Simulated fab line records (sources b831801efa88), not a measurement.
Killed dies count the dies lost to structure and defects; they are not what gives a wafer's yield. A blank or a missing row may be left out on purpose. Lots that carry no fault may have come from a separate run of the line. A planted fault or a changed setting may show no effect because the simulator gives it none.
2 desks looking at one fault :: flow sky130 :: only its own numbers are on each desk; what lay behind them is given at the end

== AT THE METROLOGY DESK ==
What the gauges read for every lot (on any tool): the sampled wafers with a number, averaged. If a lot's mean is further than 4 standard deviations from the usual mean, the lot is out of limits and carries the mark OUT (the distance appears in the brackets).
Columns: A = NWELL_00_OVL at SKY_NWELL_OVL_MEAS_10, usual -1.9 nm; B = NWELL_2_TW at SKY_NWELL_TW_MEAS_26, usual 495
lot: L624
first seen here: day 4 13:39
A: -1.9
B: 491

lot: L626
first seen here: day 4 22:10
A: -0.7
B: 498

lot: L629
first seen here: day 6 06:59
A: -0.9
B: 500

lot: L630
first seen here: day 6 07:31
A: 0.1
B: 502

lot: L632
first seen here: day 6 15:17
A: -2.3
B: 488

lot: L634
first seen here: day 7 05:59
A: -1.2
B: 498

lot: L638
first seen here: day 8 00:19
A: -1.4
B: 499

lot: L639
first seen here: day 8 04:26
A: -1.5
B: 488

lot: L640
first seen here: day 8 12:29
A: -2.2
B: 832 (+64) OUT

lot: L641
first seen here: day 8 19:25
A: -3.2
B: 834 (+64) OUT

lot: L642
first seen here: day 9 00:32
A: -2.8
B: 490

lot: L643
first seen here: day 9 07:08
A: -3.5
B: 822 (+62) OUT
This desk reports L640, L641, L643 out of limits; the earliest was L640 at day 9 10:55 (NWELL_2_TW at SKY_NWELL_TW_MEAS_26). L624, L626, L629, L630, L632, L634, L638, L639, L642 stayed within limits.

== AT THE TOOL OWNER'S DESK: implanter-04 ==
The tool's own readings at SKY_NWELL_IMPLANT_24, given as means over the sampled wafers that have a number, one for each lot that went through this tool. If a lot's mean is further than 4 standard deviations from the usual mean, the lot is out of limits and carries the mark OUT (the distance appears in the brackets).
Columns: A = beam-energy-keV at SKY_NWELL_IMPLANT_24, usual 141.00; B = dose-ions-cm2 at SKY_NWELL_IMPLANT_24, usual 9.198e+12; C = faraday-current-uA at SKY_NWELL_IMPLANT_24, usual 51.9
lot: L630
first seen here: day 7 03:49
A: 140.96
B: 9.199e+12
C: 52.4

lot: L638
first seen here: day 8 22:12
A: 140.98
B: 9.214e+12
C: 51.8

lot: L639
first seen here: day 9 01:59
A: 141.08
B: 9.193e+12
C: 51.4

lot: L640
first seen here: day 9 10:40
A: 140.99
B: 4.695e+13 (+99 or more) OUT
C: 261.5 (+99 or more) OUT

lot: L641
first seen here: day 9 17:07
A: 141.00
B: 4.696e+13 (+99 or more) OUT
C: 264.2 (+99 or more) OUT

lot: L643
first seen here: day 10 03:58
A: 140.99
B: 4.697e+13 (+99 or more) OUT
C: 257.7 (+99 or more) OUT
Finding of this desk: L640, L641, L643 out of limits; the first was L640 at day 9 10:40, on dose-ions-cm2 at SKY_NWELL_IMPLANT_24. L630, L638, L639 stayed within limits.

== ALL TOGETHER ==
On L640, L641, L643, at day 9 10:40, an alarm was possible from the tool owner's desk.
An alarm was possible from the metrology desk at day 9 10:55, on L640, L641, L643.
The lots listed all ran SKY_NWELL_IMPLANT_24 on implanter-04.

== WHAT WAS PUT IN BY THE SIMULATOR ==
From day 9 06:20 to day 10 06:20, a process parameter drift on implanter-04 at SKY_NWELL_IMPLANT_24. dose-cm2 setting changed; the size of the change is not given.
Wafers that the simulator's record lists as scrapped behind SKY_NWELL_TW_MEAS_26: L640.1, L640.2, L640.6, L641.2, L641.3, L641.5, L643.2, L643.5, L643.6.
Shown lots that were struck: L640, L641, L643.
Time in hours from fault onset to the first out-of-limits reading at each desk: tool owner's desk 4, metrology desk 5.
